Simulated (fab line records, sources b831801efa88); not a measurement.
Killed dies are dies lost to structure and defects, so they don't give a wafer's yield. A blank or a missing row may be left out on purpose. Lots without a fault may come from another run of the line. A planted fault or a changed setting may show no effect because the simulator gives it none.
Which tool did it? | flow sky130 | 12 lots, 35 wafers sampled, at 6 steps of a route of 708

WHAT THE GAUGES READ, wafer by wafer
SKY_POLY_GATE_THK_MEAS_01.
lot  | measured     | on            | POLY_GATE_CVD_00_THK (nm)
L727 | day 14 16:05 | film_metro-04 | 181.8 180.3 181.0
L728 | day 14 21:50 | film_metro-04 | 178.0 178.0 178.5
L729 | day 15 01:51 | film_metro-02 | 177.5 178.3 179.3
L731 | day 16 02:27 | film_metro-02 | 178.7 179.3 178.9
L732 | day 16 10:52 | film_metro-04 | 179.3 177.4 179.9
L733 | day 16 12:06 | film_metro-03 | 181.9 180.1 181.7
L736 | day 18 14:26 | film_metro-03 | 182.7 180.4 180.7
L737 | day 18 18:22 | film_metro-03 | 177.9 178.3 178.8
L739 | day 19 06:26 | film_metro-04 | 181.6 179.4
L744 | day 20 20:15 | film_metro-03 | 181.3 181.1 180.2
L745 | day 20 21:26 | film_metro-04 | 181.9 181.1 180.6
L748 | day 22 00:02 | film_metro-04 | 179.6 179.4 178.7

SKY_LDD_P_CD_MEAS_07: target cd 380 nm.
lot  | measured     | on        | cd_nm (nm)
L727 | day 19 16:36 | cd_sem-02 | 379.4 382.4 380.3
L728 | day 20 02:06 | cd_sem-02 | 382.4 381.2 382.1
L729 | day 20 05:40 | cd_sem-01 | 382.6 380.8 383.1
L731 | day 21 08:49 | cd_sem-02 | 382.7 382.1 381.1
L732 | day 21 18:31 | cd_sem-01 | 379.8 384.1 384.4
L733 | day 21 19:56 | cd_sem-02 | 376.4 377.2 376.4
L736 | day 23 20:43 | cd_sem-02 | 378.3 379.4 379.4
L737 | day 24 02:09 | cd_sem-02 | 381.8 382.7 384.8
L739 | day 24 16:13 | cd_sem-01 | 377.6 -
L744 | day 26 00:46 | cd_sem-01 | 381.4 - 381.4
L745 | day 26 02:02 | cd_sem-01 | 379.7 380.3 383.7
L748 | day 27 04:40 | cd_sem-02 | 382.8 382.5 381.7

SKY_LDD_P_OVL_MEAS_08.
lot  | measured     | on         | LDD_P_OVL (nm)
L727 | day 19 16:41 | overlay-02 | -1.8 -2.1 -1.1
L728 | day 20 02:13 | overlay-01 | -1.9 -1.5 -0.9
L729 | day 20 05:47 | overlay-01 | -2.3 -2.4 -1.9
L731 | day 21 08:56 | overlay-02 | 0.0 -0.5 -0.9
L732 | day 21 18:37 | overlay-01 | -1.7 -3.1 -1.5
L733 | day 21 20:02 | overlay-01 | -1.4 -2.4 -0.2
L736 | day 23 20:50 | overlay-01 | -3.1 -3.4 -2.6
L737 | day 24 02:16 | overlay-01 | -1.1 -1.2 -2.2
L739 | day 24 16:20 | overlay-02 | -0.2 -
L744 | day 26 00:53 | overlay-01 | 1.2 - 0.2
L745 | day 26 02:10 | overlay-01 | -2.8 -3.3 -1.4
L748 | day 27 04:46 | overlay-01 | -2.2 -1.2 -0.5

SKY_LDD_P_TW_MEAS_11.
lot  | measured     | on            | LDD_P_TW
L727 | day 19 16:59 | film_metro-01 | 641.5 640.7 645.9
L728 | day 20 02:40 | film_metro-04 | 635.4 635.3 636.8
L729 | day 20 06:04 | film_metro-01 | 640.2 639.5 638.8
L731 | day 21 09:13 | film_metro-03 | 636.2 638.9 634.9
L732 | day 21 18:54 | film_metro-01 | 639.8 635.2 633.3
L733 | day 21 20:20 | film_metro-01 | 635.0 635.0 633.6
L736 | day 23 21:07 | film_metro-04 | 629.9 635.1 633.6
L737 | day 24 02:34 | film_metro-01 | 634.7 633.7 637.1
L739 | day 24 16:37 | film_metro-03 | 641.0 30.2
L744 | day 26 01:10 | film_metro-04 | 637.0 29.8 634.4
L745 | day 26 02:26 | film_metro-04 | 636.0 634.6 636.3
L748 | day 27 05:03 | film_metro-03 | 640.8 640.0 637.2

SKY_LDD_HVN_OVL_MEAS_07.
lot  | measured     | on         | LDD_HVN_OVL (nm)
L727 | day 21 00:07 | overlay-01 | 0.5 -1.3 -1.5
L728 | day 21 09:17 | overlay-02 | -0.2 1.9 0.1
L729 | day 21 13:05 | overlay-02 | -1.7 -2.2 0.3
L731 | day 22 15:20 | overlay-01 | 1.7 2.8 2.2
L732 | day 23 01:20 | overlay-02 | -0.6 1.4 0.6
L733 | day 23 02:49 | overlay-01 | 0.4 1.0 0.0
L736 | day 25 03:08 | overlay-02 | 0.0 -2.4 -0.6
L737 | day 25 07:50 | overlay-01 | -0.6 -1.4 -0.3
L739 | day 25 22:44 | overlay-01 | -1.7 -2.2
L744 | day 27 05:49 | overlay-02 | -0.5 2.6 -1.6
L745 | day 27 07:23 | overlay-02 | -1.3 -1.0 0.1
L748 | day 28 08:49 | overlay-02 | -1.0 0.8 1.9

WHICH TOOL RAN EACH LOT (tool, then ch and the chambers of the sampled wafers, then the start)
lot  | SKY_LDD_P_DEVELOP_06
L727 | litho_track-03 ch 0, day 19 16:28
L728 | litho_track-01 ch 0, day 20 01:57
L729 | litho_track-01 ch 0, day 20 05:32
L731 | litho_track-01 ch 0, day 21 08:41
L732 | litho_track-03 ch 0, day 21 18:22
L733 | litho_track-02 ch 0, day 21 19:47
L736 | litho_track-01 ch 0, day 23 20:35
L737 | litho_track-01 ch 0, day 24 02:00
L739 | litho_track-01 ch 0, day 24 16:05
L744 | litho_track-01 ch 0, day 26 00:38
L745 | litho_track-03 ch 0, day 26 01:53
L748 | litho_track-03 ch 0, day 27 04:31
- SKY_LDD_P_DEVELOP_06: develop time 60 s.

WHAT THE TOOLS THEMSELVES READ (means of the sampled wafers that have a number; where no wafer has one, the mark that the record gives instead)
The record holds no such reading with a usual standard deviation.

THE ANSWER, worked out from the rows above alone
Rule: what is usual is taken from the lots themselves. Put in order of their means at a reading, lots are off if they are a third of the lots or fewer, leave a main group of 4 or more, and stand apart from it by a gap of 3 or more times the standard deviation of the main group's means; of several such gaps the widest counts. A main group whose means are all the same, to the digits that the tables above print for the reading, isn't used. A lot without any number at a reading at which 4 lots or more have one is off too. The other lots that the step has rows for count as sound. The gauges are gone through in route order, then the tools' own readings, and for those a lot's mean is taken as printed above. The first step at which some lot is off is used, and at that step the reading that is off furthest; a lot without a number counts as furthest.
Off: L739, L744, at SKY_LDD_P_TW_MEAS_11 (LDD_P_TW). The main group: mean 636.8, standard deviation 2.7.
A tool fits if, at a process step before that reading, it ran every lot that is off, and no sound lot after the first of them. The gauges at SKY_LDD_P_TW_MEAS_11 are tried like those tools. One fits: litho_track-01 at SKY_LDD_P_DEVELOP_06. Its last sound lot is L737 (day 24 02:00), its first lot that is off L739 (day 24 16:05): a fault that began between those two fits.

WHAT THE SIMULATOR HAD PUT IN
Process parameter drift: litho_track-01, from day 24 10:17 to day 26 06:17, at SKY_LDD_P_DEVELOP_06. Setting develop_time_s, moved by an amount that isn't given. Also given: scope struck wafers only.
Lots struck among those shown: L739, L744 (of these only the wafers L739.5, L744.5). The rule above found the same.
